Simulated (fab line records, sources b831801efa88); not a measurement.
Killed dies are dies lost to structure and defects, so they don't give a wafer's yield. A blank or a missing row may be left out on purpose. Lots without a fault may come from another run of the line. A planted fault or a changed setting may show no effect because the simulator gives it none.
Problem report in the 8D (eight disciplines) form, filled by code | flow gf180mcu | the parts of the form that need people (team, actions taken, sign-off) are left out

1. THE PROBLEM
VT_IMPLANT_TW at GF_VT_IMPLANT_TW_MEAS_10 reads a mean of 642 on 6 wafers of 2 lots; wafers without a fault read 565 with a standard deviation of 3.5. That is +22 standard deviations from the usual mean.
First seen on wafer L625.1, day 8 11:29, on film_metro-02. The record holds 39 wafers of 13 lots with a number at this step. Rule for "out", or "out of limits": more than 4 standard deviations from the usual mean. The other wafers with a number count as sound.

2. WHAT IT IS AND WHAT IT IS NOT
question                    | is                     | is not
which readings at this step | VT_IMPLANT_TW          | -
which lots                  | L625, L626             | L614, L615, L616, L617, L621, L622, L628, L630, L631, L634, L637
which wafers of those lots  | all that have a number | -
read on which gauges        | film_metro-02          | film_metro-03, film_metro-04
when                        | from day 8 11:29       | up to then (18 sound wafers); but 15 sound wafers of L628, L630, L631, L634, L637 came after

3. SUSPECTS, AND WHAT RULES EACH OUT
Counting: a tool at a process step up to the reading stays a suspect if it ran every lot that is out and no sound lot after the first of them.
- the gauge at GF_VT_IMPLANT_TW_MEAS_10: ruled out. All the wafers that are out were read on film_metro-02, but those of them that GF_VT_IMPLANT_IMPLANT_08 has rows for are out there too, on other tools.
- implanter-03 at GF_VT_IMPLANT_IMPLANT_08: kept. It ran every lot that is out, first L625 (day 8 11:14), and no sound lot after that; its last sound lot up to then is L614 (day 5 12:25). Its own readings are out on those wafers: dose_ions_cm2, faraday_current_uA.
Left after counting: implanter-03 at GF_VT_IMPLANT_IMPLANT_08.

4. THE CAUSE (what the simulator had put in)
Process parameter drift: implanter-03, from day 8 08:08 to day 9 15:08, at GF_VT_IMPLANT_IMPLANT_08. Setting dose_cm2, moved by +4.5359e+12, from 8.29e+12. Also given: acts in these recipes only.
Counting left only this tool.

5. THE CHAIN OF EFFECTS, in route order
Each row: a reading whose mean over the struck wafers that have a number lies more than 3 standard deviations from the usual. Only readings for which the record gives a usual standard deviation are gone through. hours: the time from each lot's start at the first step in this table that gives one to its start at this step, as a median over the lots. sigmas: the change in usual standard deviations.
hours | step                     | reading            | usual     | on struck wafers | change     | sigmas
0     | GF_VT_IMPLANT_IMPLANT_08 | dose_ions_cm2      | 8.288e+12 | 1.282e+13        | +4.537e+12 | +99 or more
0     | GF_VT_IMPLANT_IMPLANT_08 | faraday_current_uA | 46.9      | 73.8             | +26.9      | +27
0     | GF_VT_IMPLANT_TW_MEAS_10 | VT_IMPLANT_TW      | 565       | 642              | +78        | +22
The process steps in it:
- GF_VT_IMPLANT_IMPLANT_08
Later measuring or inspecting steps at which every struck wafer that the step has a row for has a number for every such reading, and none has moved that far: GF_CONTACT_THK_MEAS_03.

6. WHAT WOULD HAVE CAUGHT IT SOONER
In this record the first reading out of limits at a measuring or inspecting step was taken at day 8 11:29, 3 hours after the fault began at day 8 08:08.
The tool's own readings at GF_VT_IMPLANT_IMPLANT_08 were out on every struck wafer that the step has a row for (dose_ions_cm2, faraday_current_uA): an alarm limit on them would have fired on the first of those.
Of the lots that are out (2), L626 began GF_VT_IMPLANT_IMPLANT_08 on implanter-03 after day 8 11:29. A hold on the tool at that time would have spared it.
